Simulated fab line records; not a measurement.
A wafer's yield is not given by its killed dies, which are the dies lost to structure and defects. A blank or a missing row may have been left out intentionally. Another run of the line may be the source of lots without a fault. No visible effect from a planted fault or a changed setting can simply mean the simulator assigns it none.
Which of the tools did it? + flow gf180mcu + 7 lots, 21 wafers sampled, at 2 steps of a route of 602

WHAT THE GAUGES READ, wafer by wafer
GF_VT_IMPLANT_RS_MEAS_47: measures by four-point-probe.
| lot  | measured     | on           | NWELL_RS (ohm/sq) |
|------|--------------|--------------|-------------------|
| L905 | day 8 04:52  | filmMetro-02 | 488.3 488.9 490.7 |
| L907 | day 8 20:11  | filmMetro-01 | 488.6 488.5 488.6 |
| L910 | day 9 11:19  | filmMetro-03 | 489.8 488.9 488.7 |
| L912 | day 10 01:20 | filmMetro-02 | 486.4 486.9 486.4 |
| L914 | day 10 19:49 | filmMetro-02 | 489.2 489.6 491.0 |
| L919 | day 12 01:16 | filmMetro-01 | 482.2 483.5 482.6 |
| L921 | day 12 13:49 | filmMetro-03 | 486.2 485.5 485.5 |

WHICH TOOL RAN EACH LOT (tool, then ch and the chambers of the sampled wafers, then the start)
| lot  | GF_NWELL_IMPLANT_08            |
|------|--------------------------------|
| L905 | implanter-01 ch 0, day 3 18:50 |
| L907 | implanter-01 ch 0, day 4 08:23 |
| L910 | implanter-04 ch 0, day 4 21:10 |
| L912 | implanter-01 ch 0, day 5 07:04 |
| L914 | implanter-03 ch 0, day 5 22:22 |
| L919 | implanter-01 ch 0, day 7 00:04 |
| L921 | implanter-01 ch 0, day 7 10:07 |
- GF_NWELL_IMPLANT_08

THE ANSWER, worked out from the rows above alone
Rule: the usual values come from the lots themselves. Put in order of their means at a reading, lots are off if they are a third of the lots or fewer, leave a main group of 4 or more, and stand apart from it by a gap of 3 or more times the standard deviation of the main group's means; of several such gaps the widest counts. If all means in a main group match to the digits the tables above print for the reading, that group is not used. Also off: a lot with no number at a reading for which 4 or more lots have one. Where the step has rows for the other lots, those lots are counted as sound.
None of the lots is off at any reading shown; this tells nothing.

WHAT HAD BEEN PUT IN BY THE SIMULATOR
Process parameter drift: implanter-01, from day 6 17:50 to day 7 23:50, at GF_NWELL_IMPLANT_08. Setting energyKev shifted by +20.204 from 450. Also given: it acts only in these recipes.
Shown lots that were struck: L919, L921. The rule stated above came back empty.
